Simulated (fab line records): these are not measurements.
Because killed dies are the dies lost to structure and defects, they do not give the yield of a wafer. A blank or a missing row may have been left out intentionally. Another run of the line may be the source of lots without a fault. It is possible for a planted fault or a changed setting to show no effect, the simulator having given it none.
What tool caused it? | flow sky130 | Sampling: 11 lots, 33 wafers, 5 of 708 route steps

WHAT THE GAUGES READ, wafer by wafer
SKY_GATE_OXIDE_OVL_MEAS_10.
lot  | measured     | on         | GATE_OXIDE_OVL (nm)
L338 | day 13 12:16 | overlay-01 | 0.4 -0.5 -1.2
L341 | day 14 13:37 | overlay-02 | -3.2 -0.9 -2.5
L344 | day 15 20:06 | overlay-01 | -1.3 -1.3 -2.3
L348 | day 17 01:36 | overlay-01 | 0.9 0.0 -2.2
L350 | day 17 23:54 | overlay-02 | -1.2 0.2 -0.5
L351 | day 18 12:12 | overlay-02 | -3.1 -1.5 -1.1
L353 | day 19 00:47 | overlay-02 | 124.4 121.9 121.1
L355 | day 19 17:52 | overlay-01 | -1.2 -2.6 -1.5
L356 | day 20 00:15 | overlay-01 | -3.0 -2.6 -1.0
L358 | day 20 14:12 | overlay-01 | 125.7 123.9 125.7
L359 | day 21 02:21 | overlay-01 | 124.0 125.6 126.7

EACH LOT AND THE TOOL THAT RAN IT (in order: tool; ch and the chambers of the sampled wafers; start)
lot  | SKY_DNWELL_STRIP_08                 | SKY_NWELL_RTA_28                 | SKY_VT_ADJUST_PCH_STRIP_09           | SKY_GATE_OXIDE_EXPOSE_07
L338 | plasma-asher-04 ch 0,1, day 3 00:07 | rtp-anneal-01 ch 0, day 5 02:31  | plasma-asher-01 ch 0,1, day 10 03:22 | iline-stepper-01 ch 0, day 13 00:27
L341 | plasma-asher-04 ch 0,1, day 3 19:25 | rtp-anneal-01 ch 0, day 5 23:20  | plasma-asher-04 ch 0,1, day 11 04:29 | iline-stepper-02 ch 0, day 14 00:56
L344 | plasma-asher-01 ch 0,1, day 4 10:02 | rtp-anneal-01 ch 0, day 6 17:49  | plasma-asher-02 ch 0,1, day 12 07:29 | iline-stepper-02 ch 0, day 15 06:46
L348 | plasma-asher-04 ch 0,1, day 5 09:10 | rtp-anneal-02 ch 0, day 7 18:42  | plasma-asher-04 ch 0,1, day 13 10:22 | iline-stepper-01 ch 0, day 16 11:41
L350 | plasma-asher-01 ch 0,1, day 5 23:16 | rtp-anneal-02 ch 0, day 8 09:13  | plasma-asher-02 ch 0,1, day 14 04:50 | iline-stepper-01 ch 0, day 17 08:43
L351 | plasma-asher-03 ch 0,1, day 6 01:45 | rtp-anneal-01 ch 0, day 8 14:30  | plasma-asher-02 ch 0, day 14 11:34   | iline-stepper-02 ch 0, day 17 21:56
L353 | plasma-asher-03 ch 0,1, day 6 11:31 | rtp-anneal-01 ch 0, day 9 00:51  | plasma-asher-04 ch 0,1, day 14 23:05 | iline-stepper-01 ch 0, day 18 09:37
L355 | plasma-asher-04 ch 0, day 6 23:25   | rtp-anneal-01 ch 0, day 9 13:58  | plasma-asher-02 ch 0,1, day 15 15:32 | iline-stepper-02 ch 0, day 19 02:16
L356 | plasma-asher-03 ch 0,1, day 7 04:33 | rtp-anneal-02 ch 0, day 9 18:27  | plasma-asher-04 ch 0,1, day 15 22:53 | iline-stepper-02 ch 0, day 19 09:26
L358 | plasma-asher-03 ch 0,1, day 7 14:42 | rtp-anneal-01 ch 0, day 10 07:02 | plasma-asher-02 ch 0,1, day 16 14:14 | iline-stepper-01 ch 0, day 19 22:53
L359 | plasma-asher-03 ch 0,1, day 7 21:19 | rtp-anneal-02 ch 0, day 10 13:41 | plasma-asher-04 ch 0,1, day 17 00:05 | iline-stepper-01 ch 0, day 20 10:30
- SKY_DNWELL_STRIP_08: strips in O2/N2.
- SKY_NWELL_RTA_28: time 30 s.
- SKY_VT_ADJUST_PCH_STRIP_09: strips in O2/N2.
- SKY_GATE_OXIDE_EXPOSE_07: exposes mask LVOM, target cd 600 nm.

THE ANSWER, worked out from the rows above alone
Rule: the usual values come from the lots themselves. The widest of any qualifying gaps counts: lots, ordered by their means at a reading, are off when they make up no more than a third of the lots, leave a main group of 4 or more, and stand apart from it by 3 or more times the standard deviation of that group's means. A main group whose means are all the same, to the digits that the tables above print for the reading, isn't used. Also off: a lot with no number at a reading for which 4 or more lots have one. Any other lot the step has rows for is counted as sound.
Off: L353, L358, L359, at SKY_GATE_OXIDE_OVL_MEAS_10 (GATE_OXIDE_OVL). The main group: mean -1.4 nm, standard deviation 0.74.
A tool fits if, at a process step before that reading, it ran every lot that is off, and no sound lot after the first of them. The gauges at SKY_GATE_OXIDE_OVL_MEAS_10 are tried like those tools. One candidate fits, namely iline-stepper-01 at SKY_GATE_OXIDE_EXPOSE_07. A fault onset in the window from L350 (day 17 08:43, its last sound lot) to L353 (day 18 09:37, its first lot off) fits.

WHAT WAS PUT IN BY THE SIMULATOR
Scanner matching overlay: iline-stepper-01, from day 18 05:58 on, at SKY_GATE_OXIDE_EXPOSE_07. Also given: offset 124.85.
Shown lots that were struck: L353, L358, L359. Same finding as the rule above.
